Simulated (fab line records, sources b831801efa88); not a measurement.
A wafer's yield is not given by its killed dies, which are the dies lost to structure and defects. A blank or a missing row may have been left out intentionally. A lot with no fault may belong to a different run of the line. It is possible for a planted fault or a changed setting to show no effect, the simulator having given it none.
fab line records	flow sky130
record: lots: 12	wafers: 36	lastDay: 49
route steps=708 shown VT_ADJUST_HVTR@140 CONTACT@407 METAL1@453
lots untouched by any fault: they come from a run of this same line in which no faults occurred
startH: the number of hours between the record's first day and the start of the first shown wafer of the lot	waitH: how many hours have passed since the lot's step before this one	" unchanged from the row above	L1.1+2: a single row standing in for several wafers	- no value, or no start was given	* or withheld: withheld	< > ~ a bound
route shown NAME@n: NAME is a module with steps in the file, n the number in the route of the first one	usual: mean/standard deviation taken from wafers without a fault	same: alike in all rows	chamber/n: place in a boat	sites: the reading at each site	_std_site: the standard deviation of these	_edge_site: outer sites' mean less inner sites'	radiusMm: for every site, how far away it sits from the centre of the wafer	mask NAME#n: copy n	behind: the most recent tool/chamber to have shaped the wafer	hold: what put the lot on hold/how long, in hours/how the hold closed	device: the n, p or np transistor that did not switch	end of line: tests run on the same wafers once the route is complete	step lacking rows: just its recipe	killed: the dies lost at the first sort to structure and to defects; this is not the yield of the wafer	map: dies across one wafer; x = killed, . = not, _ = none there
set.NAME: the setting as run; set.NAME@STEP: as run at that earlier step	model.NAME: the simulator's own value behind a step, which no gauge read
steps of the route over a sample of lots; a table a step, a row a wafer
services: when a tool's chamber went out of use (startH, in hours from the record's first day, below 0 if earlier), for how many hours, and the reason
== steps ==
step: SKY_VT_ADJUST_HVTR_IMPLANT_09
recipe: species: B	energyKev: 10	doseCm2: 2.1e+12	tiltDeg: withheld
usual: beamOnS: 9.99/0.19	endStationPressureTorr: 5.06e-06/2.4e-07	faradayCurrentUA: 11.86/0.23
lot.wafer	tool	chamber	startH	waitH	beamOnS	endStationPressureTorr	faradayCurrentUA
L805.1	implanter-04	0	207.55	0.0	9.88	4.99e-06	11.95
L805.3	"	0	"	"	9.66	5.13e-06	12.22
L805.5	"	0	"	"	10.14	4.73e-06	11.68
L807.1	implanter-04	0	224.04	0.0	9.96	5.17e-06	11.88
L807.2	"	0	"	"	9.92	5.33e-06	11.98
L807.5	"	0	"	"	9.89	4.57e-06	11.96
L808.2	implanter-02	0	227.56	0.0	9.82	5.13e-06	12.02
L808.3	"	0	"	"	10.40	5.2e-06	11.39
L808.5	"	0	"	"	10.04	5.34e-06	11.82
L809.1	implanter-02	0	231.65	0.0	9.93	5.03e-06	11.94
L809.2	"	0	"	"	9.95	5.09e-06	11.87
L809.6	"	0	"	"	10.00	5.21e-06	11.84
L810.1	implanter-02	0	242.56	0.0	10.20	4.91e-06	11.56
L810.2	"	0	"	"	10.21	4.77e-06	11.65
L810.4	"	0	"	"	10.10	5.14e-06	11.77
L811.2	implanter-04	0	251.38	0.0	9.87	4.69e-06	11.96
L811.3	"	0	"	"	10.13	5.13e-06	11.72
L811.4	"	0	"	"	9.89	5.25e-06	11.91
L814.2	implanter-02	0	274.41	0.0	9.95	5.38e-06	11.88
L814.4	"	0	"	"	9.89	5.26e-06	11.98
L814.6	"	0	"	"	10.10	4.9e-06	11.68
L815.1	implanter-04	0	276.09	0.0	9.98	5.46e-06	11.86
L815.3	"	0	"	"	9.93	5.08e-06	11.90
L815.5	"	0	"	"	9.86	5.32e-06	12.05
L817.2	implanter-02	0	293.33	0.0	10.06	5.07e-06	11.74
L817.4	"	0	"	"	10.11	5.46e-06	11.75
L817.5	"	0	"	"	10.05	5.14e-06	11.78
L818.4	implanter-01	0	301.82	0.1	9.73	5.32e-06	12.16
L818.5	"	0	"	"	10.03	5.19e-06	11.84
L818.6	"	0	"	"	9.97	4.78e-06	11.89
L824.3	implanter-02	0	346.11	0.1	12.56	0.00010417	9.48
L824.4	"	0	"	"	12.39	0.00011382	9.61
L824.6	"	0	"	"	12.53	0.00010711	9.52
L825.1	implanter-02	0	352.16	0.0	11.69	0.00010266	10.19
L825.3	"	0	"	"	12.76	0.00010169	9.35
L825.5	"	0	"	"	12.59	9.552e-05	9.45
step: SKY_VT_ADJUST_HVTR_TW_MEAS_11
usual: VT_ADJUST_HVTR_TW: 210.5/2.2
lot.wafer	tool	chamber	startH	waitH	hold	VT_ADJUST_HVTR_TW
L805.1	filmMetro-04	-	207.80	0.1	-	213.4
L805.3	"	-	"	"	-	212.9
L805.5	"	-	"	"	-	212.5
L807.1	filmMetro-04	-	224.29	0.1	-	213.1
L807.2	"	-	"	"	-	213.4
L807.5	"	-	"	"	-	213.2
L808.2	filmMetro-03	-	227.80	0.1	-	208.5
L808.3	"	-	"	"	-	208.2
L808.5	"	-	"	"	-	209.7
L809.1	filmMetro-04	-	231.90	0.1	-	212.5
L809.2	"	-	"	"	-	212.3
L809.6	"	-	"	"	-	212.6
L810.1	filmMetro-01	-	242.81	0.1	-	209.0
L810.2	"	-	"	"	-	209.4
L810.4	"	-	"	"	-	209.0
L811.2	filmMetro-01	-	251.62	0.1	-	208.8
L811.3	"	-	"	"	-	209.6
L811.4	"	-	"	"	-	208.2
L814.2	filmMetro-03	-	274.65	0.1	-	207.7
L814.4	"	-	"	"	-	208.9
L814.6	"	-	"	"	-	210.1
L815.1	filmMetro-04	-	276.34	0.1	-	215.0
L815.3	"	-	"	"	-	215.0
L815.5	"	-	"	"	-	216.3
L817.2	filmMetro-01	-	293.57	0.1	-	211.9
L817.4	"	-	"	"	-	211.4
L817.5	"	-	"	"	-	212.6
L818.4	filmMetro-03	-	302.03	0.1	-	209.1
L818.5	"	-	"	"	-	209.0
L818.6	"	-	"	"	-	210.5
L824.3	filmMetro-01	-	346.33	0.1	awaitDispo/0.2h/release	221.0
L824.4	"	-	"	"	awaitDispo/0.2h/release	221.8
L824.6	"	-	"	"	awaitDispo/0.2h/release	221.8
L824.3	filmMetro-01	-	346.55	0.2	-	222.7
L824.4	"	-	"	"	-	222.4
L824.6	"	-	"	"	-	222.1
L825.1	filmMetro-01	-	352.41	0.1	awaitDispo/0.2h/release	223.5
L825.3	"	-	"	"	awaitDispo/0.2h/release	222.0
L825.5	"	-	"	"	awaitDispo/0.2h/release	222.1
L825.1	filmMetro-01	-	352.63	0.2	-	222.4
L825.3	"	-	"	"	-	222.0
L825.5	"	-	"	"	-	221.8
step: SKY_CONTACT_THK_MEAS_01
recipe: reads: Si3N4_of_CONTACT_CVD_00
usual: CONTACT_CVD_00_THK: 75.2/1.1
lot.wafer	tool	chamber	startH	waitH	CONTACT_CVD_00_THK[nm]
L805.1	filmMetro-02	-	708.33	-	74.5
L805.3	"	-	"	"	75.2
L805.5	"	-	"	"	77.0
L807.1	filmMetro-04	-	729.29	-	75.7
L807.2	"	-	"	"	73.0
L807.5	"	-	"	"	74.9
L808.2	filmMetro-04	-	737.50	-	74.6
L808.3	"	-	"	"	75.3
L808.5	"	-	"	"	76.2
L809.1	filmMetro-01	-	740.19	-	76.3
L809.2	"	-	"	"	75.1
L809.6	"	-	"	"	76.7
L810.1	filmMetro-01	-	750.85	-	76.7
L810.2	"	-	"	"	74.6
L810.4	"	-	"	"	78.3
L811.2	filmMetro-01	-	764.24	-	72.5
L811.3	"	-	"	"	72.0
L811.4	"	-	"	"	75.2
L814.2	filmMetro-04	-	783.04	-	76.2
L814.4	"	-	"	"	75.6
L814.6	"	-	"	"	74.9
L815.1	filmMetro-04	-	788.78	-	74.7
L815.3	"	-	"	"	74.4
L815.5	"	-	"	"	76.0
L817.2	filmMetro-01	-	804.89	-	75.3
L817.4	"	-	"	"	73.1
L817.5	"	-	"	"	76.2
L818.4	filmMetro-04	-	815.65	-	74.1
L818.5	"	-	"	"	77.3
L818.6	"	-	"	"	75.7
L824.3	filmMetro-04	-	857.85	-	74.2
L824.4	"	-	"	"	75.1
L824.6	"	-	"	"	76.3
L825.1	filmMetro-02	-	863.24	-	74.6
L825.3	"	-	"	"	75.0
L825.5	"	-	"	"	75.0
step: SKY_CONTACT_CVD_24
recipe: material: W	targetThkNm: 340	timeS: 102.12	tempC: 400	pressureTorr: 40
usual: heaterPowerW: 818/98
lot.wafer	tool	chamber	startH	waitH	heaterPowerW	sinceWetCleanH
L805.1	cvdW-02	0	738.48	0.0	926	834
L805.3	"	0	"	"	920	-
L805.5	"	0	"	"	931	-
L807.1	cvdW-01	0	757.88	0.0	890	354
L807.2	"	1	"	"	702	354
L807.5	"	1	"	"	691	-
L808.2	cvdW-01	1	767.14	0.0	693	363
L808.3	"	0	"	"	889	-
L808.5	"	1	"	"	699	-
L809.1	cvdW-02	0	768.49	0.0	898	865
L809.2	"	1	"	"	736	865
L809.6	"	1	"	"	759	-
L810.1	cvdW-02	0	779.50	0.0	917	876
L810.2	"	1	"	"	762	876
L810.4	"	1	"	"	746	-
L811.2	cvdW-01	0	792.32	0.0	914	388
L811.3	"	0	"	"	914	-
L811.4	"	1	"	"	708	-
L814.2	cvdW-01	0	810.56	0.0	928	407
L814.4	"	1	"	"	688	-
L814.6	"	0	"	"	888	-
L815.1	cvdW-02	0	816.85	0.0	914	913
L815.3	"	0	"	"	903	-
L815.5	"	1	"	"	733	-
L817.2	cvdW-01	1	832.65	0.0	701	429
L817.4	"	0	"	"	893	-
L817.5	"	0	"	"	904	-
L818.4	cvdW-01	1	843.44	0.1	700	-
L818.5	"	1	"	"	719	-
L818.6	"	0	"	"	907	-
L824.3	cvdW-01	1	884.91	0.1	725	-
L824.4	"	0	"	"	924	-
L824.6	"	0	"	"	906	-
L825.1	cvdW-02	0	890.34	0.0	896	986
L825.3	"	1	"	"	754	-
L825.5	"	1	"	"	752	-
step: SKY_METAL1_METAL_ETCH_19
recipe: targetDepthA: 3600	stopOn: SiO2	overEtchFrac: 0.3	timeS: 78	chemistry: Cl2/BCl3	resistSidewallDeg: 88	pressureMtorr: 10	icpW: 900	biasW: 48.5	Cl2_flow_sccm: 60	bcl3FlowSccm: 30
usual: drypumpMotorCurrentA: 5.68/0.23	oesProductAu: 0.854/0.0064	throttleValvePct: 22.263/0.0083
lot.wafer	tool	chamber	startH	waitH	drypumpMotorCurrentA	oesProductAu	rfHoursCounterH	throttleValvePct
L805.1	rieMetal-03	0	766.83	0.0	5.66	0.860	14	22.245
L805.3	"	1	"	"	5.45	0.856	-	22.265
L805.5	"	1	"	"	5.45	0.860	-	22.262
L807.1	rieMetal-02	1	785.84	0.0	5.47	0.851	9	22.266
L807.2	"	0	"	"	5.84	0.854	13	22.265
L807.5	"	1	"	"	5.44	0.847	-	22.276
L808.2	rieMetal-02	1	795.19	0.0	5.45	0.860	9	22.266
L808.3	"	0	"	"	5.85	0.858	-	22.257
L808.5	"	0	"	"	5.86	0.853	-	22.270
L809.1	rieMetal-03	1	796.18	0.0	5.44	0.846	2	22.269
L809.2	"	0	"	"	5.63	0.847	16	22.264
L809.6	"	0	"	"	5.66	0.847	-	22.252
L810.1	rieMetal-02	0	806.75	0.0	5.82	0.856	14	22.268
L810.2	"	1	"	"	5.45	0.859	10	22.267
L810.4	"	1	"	"	5.45	0.858	-	22.262
L811.2	rieMetal-01	1	819.23	0.0	5.59	0.856	16	22.269
L811.3	"	1	"	"	5.56	0.849	-	22.268
L811.4	"	0	"	"	6.01	0.850	-	22.256
L814.2	rieMetal-01	0	837.93	0.0	6.03	0.857	4	22.265
L814.4	"	0	"	"	6.03	0.858	-	22.264
L814.6	"	1	"	"	5.57	0.859	-	22.275
L815.1	rieMetal-02	0	844.23	0.0	5.83	0.861	15	22.259
L815.3	"	0	"	"	5.82	0.864	-	22.266
L815.5	"	1	"	"	5.44	0.848	-	22.261
L817.2	rieMetal-03	1	860.00	0.0	5.46	0.862	5	22.261
L817.4	"	0	"	"	5.62	0.854	-	22.274
L817.5	"	0	"	"	5.64	0.851	-	22.260
L818.4	rieMetal-01	1	869.12	0.1	5.56	0.867	-	22.259
L818.5	"	1	"	"	5.56	0.844	-	22.255
L818.6	"	0	"	"	6.05	0.854	-	22.268
L824.3	rieMetal-03	1	911.36	0.1	5.43	0.865	-	22.276
L824.4	"	0	"	"	5.65	0.852	-	22.261
L824.6	"	1	"	"	5.41	0.845	-	22.264
L825.1	rieMetal-01	1	916.24	0.0	5.58	0.847	0	22.275
L825.3	"	1	"	"	5.58	0.844	-	22.268
L825.5	"	1	"	"	5.58	0.851	-	22.266
== services ==
tool	chamber	startH	hours	kind
cvdW-01	0	207.08	14.4	repair
implanter-02	-	215.14	4.4	repair
implanter-02	-	287.55	4.4	pm
implanter-02	-	304.46	1.5	repair
implanter-02	-	307.87	5.8	pm
cvdW-01	-	368.28	1.4	repair
cvdW-02	1	372.66	5.3	repair
cvdW-02	-	372.82	6.9	pm
cvdW-01	-	390.00	14.0	pm
implanter-02	-	394.68	4.4	repair
implanter-02	-	417.20	6.1	repair
cvdW-01	0	421.07	8.8	repair
cvdW-01	-	460.17	1.4	repair
cvdW-01	-	462.30	1.4	repair
cvdW-02	1	484.98	42.1	repair
cvdW-01	0	574.12	3.3	repair
cvdW-02	0	578.55	9.7	repair
cvdW-01	-	623.62	6.9	pm
cvdW-02	-	658.88	2.8	pm
implanter-02	-	671.65	0.5	repair
cvdW-02	1	784.02	8.4	repair
implanter-02	-	796.87	4.9	pm
implanter-02	-	890.90	1.0	repair
cvdW-01	-	897.97	1.5	repair
== key ==
firstSign: step: SKY_VT_ADJUST_HVTR_IMPLANT_09	reading: endStationPressureTorr	direction: up	sigmas: 99+	usual: 5.06e-06	struck: 0.00010416
effect: step: SKY_VT_ADJUST_HVTR_IMPLANT_09	reading: beamOnS	direction: up	sigmas: 13	usual: 9.99	struck: 12.42
effect: step: SKY_VT_ADJUST_HVTR_TW_MEAS_11	reading: visit	direction: added
effect: step: SKY_VT_ADJUST_HVTR_TW_MEAS_11	reading: VT_ADJUST_HVTR_TW	direction: up	sigmas: 5.3	usual: 210.5	struck: 222.0
metAt SKY_VT_ADJUST_HVTR_IMPLANT_09
struckLots L824,L825
testerLeftOut L824,L825
notActingAt SKY_CONTACT_THK_MEAS_01,SKY_CONTACT_CVD_24,SKY_METAL1_METAL_ETCH_19
onsetBetween 293.33 346.11
fault: kind: processParameterDrift	tool: implanter-02	chamber: -	onsetH: 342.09	steps: SKY_VT_ADJUST_HVTR_IMPLANT_09	channel: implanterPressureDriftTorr	offset: 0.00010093	shape: step	endH: 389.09
fault: kind: processParameterDrift	tool: implanter-02	chamber: -	onsetH: 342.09	steps: SKY_VT_ADJUST_HVTR_IMPLANT_09	channel: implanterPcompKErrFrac	offset: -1	shape: step	endH: 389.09
testerLeftOut: of these lots the tester's yield and bins aren't shown, on N5 and GAA mostly nor the transistor test; their killed dies are dies lost to structure and defects alone, not to doping, threshold or leakage, so they don't give the yield
